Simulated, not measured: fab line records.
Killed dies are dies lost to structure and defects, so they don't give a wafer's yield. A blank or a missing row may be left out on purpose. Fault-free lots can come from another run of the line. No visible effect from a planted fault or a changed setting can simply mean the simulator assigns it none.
A lot that was struck, set against a sound lot / flow sfq-line / 41 out of 325 route steps
Sound: these wafers, L943.1, L943.2, L943.3. Struck: wafers L946.4, L946.5. (L946.1 of the same lot was not struck and is left out.) The cause comes at the end.
Per side, at each step with rows, come the tool, then ch with its chambers, and then its first start. Under that, the readings that differ: sound wafers / struck wafers / difference of the means / sigmas: that difference in standard deviations of wafers without a fault.
alike: same words and numbers on both sides, and readings whose means sit less than 2 such deviations apart. not compared: any withheld reading, any reading some wafer has no value for, any bound like >300 that may hide the same value, and any number with overlapping values for which the record gives no deviation.
Wherever a step has rows on one side only, a row that says differs or no value, or a row with sigmas, the two part there. Non-overlapping numbers with no deviation appear without sigmas and do not part them. A reading that every wafer of one side lacks parts them only if that side has two wafers or more.

SFQ_I1_OVL_MEAS_913:
  sound on overlay-02, day 18 16:20; struck on overlay-02, day 19 18:17
  alike: I1_OVL
SFQ_TRILAYER_I1_VIA_BARC_OPEN_VIA_ETCH_071: etches BARC in O2, target depth 125 nm, time 41.7 s.
  sound on rie-diel-02 ch 0,2,3, day 18 16:22; struck on rie-diel-02 ch 0,1, day 19 18:19
  alike: bias-w, drypump-motor-current-A, oes-product-au
  not compared: rf-hours-counter-h
then, 4 steps without rows for these wafers: SFQ_TRILAYER_I1_VIA_ETCH_VIA_ETCH_052 (etches SiO2 in CHF3, stops on Nb, target depth 260 nm); SFQ_TRILAYER_I1_VIA_STRIP_STRIP_053 (strips in O2); SFQ_TRILAYER_I1_VIA_STRIP_SOLV_CLEAN_054 (cleans in NMP, time 600 s); SFQ_TRILAYER_M2_DEP_PRE_CLEAN_056 (time 22.5 s).
SFQ_TRILAYER_M2_DEP_SPUTTER_055: material Nb, target thk 200 nm, time 133.3 s.
  sound on pvd-sputter-04, day 18 17:21; struck on pvd-sputter-05, day 19 19:17
  alike: throttle-valve-pct
SFQ_M2_RS_MEAS_914: measurement is done with a four-point probe.
  sound on film-metro-03, day 18 17:26; struck on film-metro-02, day 19 19:22
  alike: M2_NB_RS
then, 3 steps without rows for these wafers: SFQ_TRILAYER_M2_LITHO_COAT_062 (resist thk 62 nm); SFQ_TRILAYER_M2_LITHO_COAT_057 (resist thk 600 nm); SFQ_TRILAYER_M2_LITHO_SOFTBAKE_061.
-- the record jumps here: 6 days lie between the struck wafers' starts before and after --
SFQ_TRILAYER_M2_LITHO_EXPOSE_058: exposes mask M2, target cd 500 nm.
  sound on krf-scanner-01 ch 0, day 24 06:54; struck on krf-scanner-02 ch 0, day 25 16:50
  alike: mask, reticle-temp-C
then, 2 steps without rows for these wafers: SFQ_TRILAYER_M2_LITHO_PEB_060 (peb time 60 s); SFQ_TRILAYER_M2_LITHO_DEVELOP_059 (time 60 s).
SFQ_M2_OVL_MEAS_916:
  sound on overlay-01, day 24 08:38; struck on overlay-02, day 25 18:20
  alike: M2_OVL
SFQ_TRILAYER_M2_BARC_OPEN_METAL_ETCH_077: etches BARC in O2, target depth 125 nm, time 41.7 s.
  sound on rie-metal-04 ch 0,1, day 24 08:41; struck on rie-metal-02 ch 0, day 25 18:23
reading=drypump-motor-current-A (A); sound=6.15 5.76 6.14; struck=5.46 5.49; difference=-0.54; sigmas=-2
reading=model.M2.cd-nm (nm); sound=498.4 502.1 497.7; struck=473.6 473.5; difference=-25.8; sigmas=
  alike: bias-w, oes-product-au
  not compared: rf-hours-counter-h
SFQ_TRILAYER_M2_ETCH_METAL_ETCH_060: etches Nb in Cl2/Ar, stops on SiO2, target depth 240 nm, time 120 s.
  sound on rie-metal-04 ch 0,1, day 24 08:44; struck on rie-metal-02 ch 0, day 25 18:26
reading=drypump-motor-current-A (A); sound=6.17 5.79 6.20; struck=5.46 5.46; difference=-0.59; sigmas=-2
reading=model.M2.cd-nm (nm); sound=496.9 500.2 496.1; struck=474.6 475.7; difference=-22.6; sigmas=
  alike: bias-w, oes-product-au
  not compared: rf-hours-counter-h
then, 2 steps without rows for these wafers: SFQ_TRILAYER_M2_STRIP_STRIP_061 (strips in O2); SFQ_TRILAYER_M2_STRIP_SOLV_CLEAN_062 (cleans in NMP, time 600 s).
SFQ_TRILAYER_I2_DEP_PECVD_063: deposits SiO2 from SiH4/N2O, time 111.11 s, target thk 500 nm.
  sound on pecvd-02 ch 0,1,2, day 24 09:38; struck on pecvd-04 ch 1, day 25 19:20
reading=heater-power-w (W); sound=83 100 110; struck=58 60; difference=-39; sigmas=-2
  alike: chamber-pressure-Torr, showerhead-vpp-V, throttle-valve-pct
then, 1 step without rows for these wafers: SFQ_TRILAYER_I2_CMP_CMP_064 (polishes SiO2).
SFQ_I2_BOW_MEAS_917:
  sound on film-metro-03, day 25 02:50; struck on film-metro-02, day 25 23:34
  alike: I2_BOW
then, 7 steps without rows for these wafers: SFQ_TRILAYER_I2_METRO_MEASURE_065; SFQ_TRILAYER_I2_VIA_LITHO_COAT_072 (resist thk 62 nm); SFQ_TRILAYER_I2_VIA_LITHO_COAT_067 (resist thk 650 nm); SFQ_TRILAYER_I2_VIA_LITHO_SOFTBAKE_071; SFQ_TRILAYER_I2_VIA_LITHO_EXPOSE_068 (exposes mask I2, target cd 500 nm); SFQ_TRILAYER_I2_VIA_LITHO_PEB_070 (peb time 60 s); SFQ_TRILAYER_I2_VIA_LITHO_DEVELOP_069 (time 60 s).
-- the record jumps here: 7 days lie between the struck wafers' starts before and after --
SFQ_I2_OVL_MEAS_918:
  sound on overlay-01, day 31 11:37; struck on overlay-02, day 32 17:37
  alike: I2_OVL
SFQ_TRILAYER_I2_VIA_BARC_OPEN_VIA_ETCH_096: etches BARC in O2, target depth 125 nm, time 41.7 s.
  sound on rie-diel-01 ch 1,2,3, day 31 11:39; struck on rie-diel-04 ch 2,3, day 32 17:39
  alike: bias-w, drypump-motor-current-A, oes-product-au
  not compared: rf-hours-counter-h
SFQ_TRILAYER_I2_VIA_ETCH_VIA_ETCH_070: etches SiO2 in CHF3, stops on Nb, target depth 260 nm.
  sound on rie-diel-01 ch 1,2,3, day 31 11:41; struck on rie-diel-04 ch 2,3, day 32 17:41
  alike: bias-w, drypump-motor-current-A, oes-product-au
then, 4 steps without rows for these wafers: SFQ_TRILAYER_I2_VIA_STRIP_STRIP_071 (strips in O2); SFQ_TRILAYER_I2_VIA_STRIP_SOLV_CLEAN_072 (cleans in NMP, time 600 s); SFQ_TRILAYER_M3_DEP_PRE_CLEAN_074 (time 22.5 s); SFQ_TRILAYER_M3_DEP_SPUTTER_073 (material Nb, target thk 200 nm, time 133.3 s).
SFQ_M3_RS_MEAS_919: measurement is done with a four-point probe.
  sound on film-metro-04, day 31 12:41; struck on film-metro-03, day 32 18:41
  alike: M3_NB_RS
then, 3 steps without rows for these wafers: SFQ_TRILAYER_M3_LITHO_COAT_080 (resist thk 62 nm); SFQ_TRILAYER_M3_LITHO_COAT_075 (resist thk 600 nm); SFQ_TRILAYER_M3_LITHO_SOFTBAKE_079.
-- the record jumps here: 50 days lie between the struck wafers' starts before and after --
SFQ_M8_BOW_MEAS_951:
  sound on film-metro-02, day 81 18:32; struck on film-metro-03, day 82 07:07
reading=model.etest.m2.ohm-um; sound=1.812 1.816 1.79; struck=1.868 1.881; difference=+0.069; sigmas=
  alike: M8_BOW

WHERE THEY PART
Earliest at SFQ_TRILAYER_M2_BARC_OPEN_METAL_ETCH_077; latest, in this record, at SFQ_TRILAYER_I2_DEP_PECVD_063. Later steps at which nothing parts them and some readings are alike: SFQ_I2_BOW_MEAS_917, SFQ_I2_OVL_MEAS_918, SFQ_TRILAYER_I2_VIA_BARC_OPEN_VIA_ETCH_096, SFQ_TRILAYER_I2_VIA_ETCH_VIA_ETCH_070, SFQ_M3_RS_MEAS_919, SFQ_M8_BOW_MEAS_951.

WHY: whatever the simulator had introduced
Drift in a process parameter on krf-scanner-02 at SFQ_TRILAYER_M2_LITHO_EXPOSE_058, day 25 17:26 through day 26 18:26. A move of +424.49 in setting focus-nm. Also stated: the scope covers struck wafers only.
